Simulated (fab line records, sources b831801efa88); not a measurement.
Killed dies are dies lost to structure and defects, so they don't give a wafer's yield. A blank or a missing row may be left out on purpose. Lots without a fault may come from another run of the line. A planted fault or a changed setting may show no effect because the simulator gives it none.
Split-lot experiment | flow sfq_line | 5 lots, 23 wafers read, on a route of 325 steps

THE SPLIT
At SFQ_TRILAYER_I7_DEP_PECVD_183 (deposits SiO2 from SiH4/N2O, time 111.11 s, target thk 500 nm), the setting time_s was moved away from the recipe's 111.11 s on 9 of the 23 wafers read, by -10.2% to +8.7%. The other wafers ran this setting at the recipe's value.

The reading is taken at the split's own step.

THE READING
SiO2_of_TRILAYER_I7_DEP_PECVD_183.thk_nm (the simulator's own value, which no gauge read), in nm, at SFQ_TRILAYER_I7_DEP_PECVD_183 (deposits SiO2 from SiH4/N2O, time 111.11 s, target thk 500 nm). The file gives no usual value for it. The 14 wafers here that ran the recipe average 503.2 nm, standard deviation 7.8 nm.

wafer  | tool, chamber at the split | time_s as run, s | against the recipe | SiO2_of_TRILAYER_I7_DEP_PECVD_183.thk_nm, nm | against lot-mates on the recipe
L075.1 | pecvd-01, 1                | 111.11           | recipe             | 491.9                                        | -
L075.3 | pecvd-01, 2                | 120.8            | +8.7%              | 545.4                                        | +41.2
L075.4 | pecvd-01, 2                | 111.11           | recipe             | 513.5                                        | -
L075.5 | pecvd-01, 1                | 120.8            | +8.7%              | 541.4                                        | +37.2
L075.6 | pecvd-01, 0                | 111.11           | recipe             | 507.2                                        | -
L076.1 | pecvd-03, 2                | 111.11           | recipe             | 504.6                                        | -
L076.2 | pecvd-03, 0                | 99.79            | -10.2%             | 463                                          | -43.1
L076.3 | pecvd-03, 1                | 111.11           | recipe             | 496.7                                        | -
L076.5 | pecvd-03, 2                | 111.11           | recipe             | 517                                          | -
L076.6 | pecvd-03, 0                | 99.79            | -10.2%             | 468.2                                        | -37.9
L077.1 | pecvd-04, 0                | 118.4            | +6.6%              | 522.4                                        | +23.1
L077.2 | pecvd-04, 1                | 118.4            | +6.6%              | 523.5                                        | +24.2
L077.3 | pecvd-04, 2                | 118.4            | +6.6%              | 525.3                                        | +26.0
L077.4 | pecvd-04, 1                | 111.11           | recipe             | 497.9                                        | -
L077.6 | pecvd-04, 2                | 111.11           | recipe             | 500.7                                        | -
L080.1 | pecvd-03, 1                | 104.9            | -5.6%              | 469.2                                        | -39.8
L080.2 | pecvd-03, 0                | 111.11           | recipe             | 512.3                                        | -
L080.3 | pecvd-03, 2                | 111.11           | recipe             | 503.9                                        | -
L080.5 | pecvd-03, 2                | 111.11           | recipe             | 510.8                                        | -
L080.6 | pecvd-03, 1                | 104.9            | -5.6%              | 475.1                                        | -33.9
L082.3 | pecvd-04, 2                | 111.11           | recipe             | 492.6                                        | -
L082.5 | pecvd-04, 2                | 111.11           | recipe             | 502.3                                        | -
L082.6 | pecvd-04, 0                | 111.11           | recipe             | 493.8                                        | -

THE FIT
A straight line over all 23 wafers: SiO2_of_TRILAYER_I7_DEP_PECVD_183.thk_nm changes by +4.03 nm for each +1% of time_s; r = +0.94; the points scatter about the line by 7.6 nm.
The same after taking each lot's own level away (the mean of its wafers on the recipe; 23 wafers): +4.37 nm for each +1%; r = +0.96; scatter 6.8 nm.
On that fit, the largest move of time_s shifts the reading by 45 nm.
The lots' own levels span 496.23 to 509.00 nm, that is 1.6 times the standard deviation above.
So the lot-to-lot level changes the slope little: the two slopes agree.
Check: with one of the wafers moved furthest among these (-10.2%) left out of the fit, the line predicts -46.5 nm for it against its lot-mates. It came out at -43.1 nm against them.

OTHER SPLITS ON THESE WAFERS
These wafers also went through other splits before the reading. Each is held against what the fit with the lots' levels taken away leaves over:
other split on the same wafers               | wafers away from the commonest value | r with SiO2_of_TRILAYER_I7_DEP_PECVD_183.thk_nm (lot level and that fit taken away)
SFQ_TRILAYER_I6_VIA_LITHO_COAT_174 spin_rpm  | 9                                    | +0.33
SFQ_TRILAYER_I6_VIA_LITHO_PEB_172 peb_temp_c | 9                                    | -0.24
SFQ_TRILAYER_M7_LITHO_COAT_182 spin_rpm      | 8                                    | -0.08

THE FILE'S OWN FIT
SiO2_of_TRILAYER_I7_DEP_PECVD_183.thk_nm changes by +4.41 nm for each +1% of time_s, r = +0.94.
